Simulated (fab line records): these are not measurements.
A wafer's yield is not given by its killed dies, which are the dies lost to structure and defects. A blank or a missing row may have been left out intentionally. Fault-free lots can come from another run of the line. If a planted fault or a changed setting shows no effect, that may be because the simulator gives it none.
A lot that was struck, set against a sound lot | flow gf180mcu | 15 steps out of a route of 602
Sound: these wafers, L802.3, L802.5, L802.6. The struck wafers were L792.2, L792.3, L792.5. The cause is named last.
Order at every step that has rows: each side's tool, ch and its chambers, its first start. Under that, the readings that differ: sound wafers | struck wafers | difference of the means | sigmas: that difference in standard deviations of wafers without a fault.
alike: readings whose means differ by less than 2 such deviations, and words and numbers that are the same on both sides. not compared: withheld readings, readings that some wafer has no value for, bounds like >300 that may hide the same value, and numbers for which the record gives no deviation and whose values overlap.
Wherever a step has rows on one side only, a row that says differs or no value, or a row with sigmas, the two part there. Numbers that don't overlap but have no deviation are shown without sigmas and don't part them. A reading that every wafer of one side lacks parts them only if that side has two wafers or more.

first, 3 steps without rows for these wafers: GF_V2_EXPOSE_11 (exposes mask Via2, target cd 260 nm); GF_V2_PEB_12 (peb time 88.45 s); GF_V2_DEVELOP_13 (develop time 60 s).
GF_V2_CD_MEAS_14 targets a cd of 260 nm.
  sound on cd_sem-01 at day 27 02:40; struck on cd_sem-01 at day 24 05:03
  alike: cd_nm
GF_V2_OVL_MEAS_15:
  sound on overlay-02 at day 27 02:45; struck on overlay-01 at day 24 05:10
  alike: V2_OVL
GF_V2_ETCH_16: etches BARC in N2/H2.
  sound on rie_diel-03 ch 1,2,3, day 27 02:46; struck on rie_diel-02 ch 0,2, day 24 05:11
  alike: drypump_motor_current_A, oes_product_au, throttle_valve_pct
GF_V2_ETCH_17: etches SiO2 in C4F8/O2/Ar, stops on TiN, target depth 630 nm.
  sound: rie_diel-03 ch 1,2,3; struck: rie_diel-02 ch 0,2
  alike: oes_product_au
GF_V2_STRIP_18: strips in O2/N2.
  sound on plasma_asher-01 ch 0,1, day 27 02:56; struck on plasma_asher-02 ch 1, day 24 05:19
  alike: drypump_motor_current_A, heater_power_w, oes_product_au
  not compared: rf_hours_counter_h
then, 2 steps without rows for these wafers: GF_V2_STRIP_19 (strips in post etch residue remover, time 1200 s); GF_V2_CLEAN_20 (cleans in DIW).
GF_V2_SPUTTER_21: material Ti, target thk 15 nm, time 80.02 s.
  sound on pvd_sputter-02 at day 27 03:26; struck on pvd_sputter-01 at day 24 05:53
  alike: throttle_valve_pct
GF_V2_SPUTTER_22: material TiN, target thk 10 nm, time 40 s.
  sound on pvd_sputter-02 at day 27 03:29; struck on pvd_sputter-01 at day 24 05:57
  alike: throttle_valve_pct
GF_V2_CVD_23: deposits W, target thk 350 nm, time 104.94 s.
  sound on cvd_w-01 ch 0,1, day 27 03:34; struck on cvd_w-01 ch 0, day 24 05:59
  reading                          | sound           | struck            | difference | sigmas
  model.W_of_V2_CVD_23.thk_nm (nm) | 348.2 343 344.4 | 359.1 358.2 354.7 | +12.1      |
  alike: heater_power_w
  not compared: since_wet_clean_h
GF_V2_RS_MEAS_24: the measuring method here is four-point-probe.
  sound on film_metro-01 at day 27 03:41; struck on film_metro-03 at day 24 06:07
  alike: V2_W_RS
then, 1 step without rows for these wafers: GF_PASSIVATION_PROBE_99.

## WHERE THEY PART
Nowhere in this record.

WHY: what had been put in by the simulator
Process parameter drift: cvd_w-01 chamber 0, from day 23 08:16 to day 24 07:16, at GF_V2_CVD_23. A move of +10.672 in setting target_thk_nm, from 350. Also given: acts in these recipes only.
